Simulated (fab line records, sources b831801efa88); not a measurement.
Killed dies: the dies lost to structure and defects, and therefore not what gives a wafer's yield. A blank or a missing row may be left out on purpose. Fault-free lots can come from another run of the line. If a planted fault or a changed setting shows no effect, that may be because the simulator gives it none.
fab line records	flow sfqLine
record lots=14	wafers=42	lastDay=92
route steps=325 shown I7@297
lots that met no fault: taken from a fault-free run of the same line
startH: the number of hours between the record's first day and the start of the first shown wafer of the lot	waitH: hours since the lot's step before	" the same as in the row above	L1.1+2: a single row standing in for several wafers	- either no value or no given start	* or withheld: withheld	< > ~ a bound
route shown NAME@n: names a module that has steps shown in the file, with the first one's number in the route	usual: mean/standard deviation taken from wafers without a fault	same: alike in all rows	chamber/n: place in a boat	sites: per-site readings	_std_site: their standard deviation	_edge_site: inner sites' mean taken away from outer sites' mean	radiusMm: for every site, how far away it sits from the centre of the wafer	mask NAME#n: copy n	behind: the tool/chamber that last shaped the wafer	hold: cause of the lot's hold/its duration in hours/its outcome	device: the transistor (n, p or np) that didn't switch	end of line: tests of these same wafers at the route's end	a step without rows: its recipe alone	killed: dies that structure and defects cost at the first sort, which is not the same as the wafer's yield	map: shows each die of a wafer: x if killed, . if not, _ if none is there
set.NAME: the setting the step ran with; set.NAME@STEP: the setting that earlier step ran with	model.NAME: the simulator's own value behind a step, which no gauge read
route steps across a sampled set of lots; one table per step, one row per wafer
services: the hour from which a tool's chamber was out of use, counted from the record's first day as startH (under 0 if before that day), plus the number of hours and why
## steps
# step SFQ_TRILAYER_I7_CMP_CMP_184
# recipe material=SiO2	downForcePsi=3	platenRpm=60	padVelocityMS=0.94248
# usual headPressurePsi=3.000/0.0061	motorCurrentA=10.3/0.72	timeToEndpointS=213/6.5
lot.wafer	tool	chamber	startH	waitH	headPressurePsi	motorCurrentA	timeToEndpointS
L499.4	cmp-01	1	1835.25	0.5	3.004	10.6	219
L499.1	"	2	"	"	3.006	12.2	225
L499.3	"	3	"	"	3.003	9.8	211
L500.1	cmp-01	2	1908.62	0.5	2.984	11.5	218
L500.2	"	3	"	"	2.991	10.0	208
L500.5	"	1	1910.12	2.0	3.005	9.7	211
L501.4	cmp-02	3	1917.54	1.3	2.992	10.9	208
L501.1	"	1	1918.54	2.3	2.999	9.4	200
L501.5	"	3	1919.54	3.2	2.995	10.6	212
L502.2	cmp-01	2	1927.11	1.8	2.325	9.1	277
L502.4	"	0	1928.11	2.8	2.325	8.6	271
L502.5	"	1	"	"	2.326	8.8	275
L503.1	cmp-01	1	1929.61	3.1	2.322	9.0	268
L503.3	"	0	1931.11	4.6	2.322	8.7	268
L503.5	"	1	"	"	2.316	8.8	269
L506.4	cmp-01	2	2020.56	0.0	3.006	11.7	219
L506.5	"	2	2022.56	2.0	2.997	11.4	217
L506.6	"	3	"	"	3.005	10.3	213
L510.4	cmp-01	2	2087.76	0.0	3.006	11.2	224
L510.3	"	3	"	"	2.996	9.8	218
L510.6	"	3	2090.26	2.5	3.000	9.5	221
L512.1	cmp-01	0	2094.17	0.0	3.003	10.0	209
L512.3	"	3	2095.67	1.5	3.009	10.0	216
L512.5	"	1	2096.67	2.5	3.010	10.0	208
L513.1	cmp-02	2	2098.45	0.5	3.000	9.9	199
L513.5	"	1	2099.95	2.0	2.997	9.6	205
L513.6	"	2	"	"	2.984	10.0	215
L514.1	cmp-01	1	2100.17	0.0	3.002	10.2	219
L514.2	"	0	2101.67	1.5	2.994	9.9	225
L514.5	"	1	"	"	3.002	10.2	221
L515.4	cmp-02	2	2102.37	1.0	2.997	9.4	206
L515.3	"	3	"	"	3.007	10.4	204
L515.5	"	1	2103.87	2.5	3.003	9.2	201
L516.1	cmp-01	3	2106.17	0.0	3.001	9.9	207
L516.2	"	1	2107.17	1.0	2.992	10.1	204
L516.6	"	0	2108.67	2.5	2.998	10.3	215
L518.3	cmp-01	3	2114.37	1.0	3.006	9.3	217
L518.6	"	1	2115.37	2.0	3.012	10.2	215
L518.5	"	2	"	"	2.997	10.8	226
L520.1	cmp-02	3	2119.08	2.1	3.005	11.2	212
L520.2	"	2	2120.58	3.6	3.001	10.0	210
L520.6	"	3	"	"	3.009	10.9	217
## services
tool	chamber	startH	hours	kind
cmp-01	-	1859.26	7.8	pm
cmp-01	-	1876.81	0.7	repair
cmp-01	-	1887.74	0.5	repair
cmp-01	-	1894.73	0.4	repair
cmp-01	-	1933.96	4.1	repair
cmp-01	-	1945.24	4.0	pm
cmp-01	-	1949.24	-	consumableReplace:conditioner
cmp-01	-	1949.24	-	consumableReplace:pad
cmp-01	-	1958.24	4.9	pm
cmp-02	-	1973.92	2.4	repair
cmp-02	-	1979.33	7.1	pm
cmp-02	-	2065.25	1.0	repair
cmp-01	-	2080.47	0.3	repair
cmp-01	-	2081.34	2.5	repair
cmp-01	-	2112.02	0.4	repair
cmp-02	-	2115.08	4.0	pm
cmp-02	-	2119.08	-	consumableReplace:conditioner
cmp-02	-	2119.08	-	consumableReplace:pad
## key
firstSign step=SFQ_TRILAYER_I7_CMP_CMP_184	reading=headPressurePsi	direction=down	sigmas=99+	usual=3.000	struck=2.323
effect step=SFQ_TRILAYER_I7_CMP_CMP_184	reading=timeToEndpointS	direction=up	sigmas=8.9	usual=*	struck=*
metAt SFQ_TRILAYER_I7_CMP_CMP_184
struckLots L502,L503
fault kind=processParameterDrift	tool=cmp-01	chamber=-	onsetH=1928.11	steps=SFQ_TRILAYER_I7_CMP_CMP_184	channel=downForcePsi	offset=-0.6776	shape=step	endH=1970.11	actsIn=theseRecipesOnly	stated=3
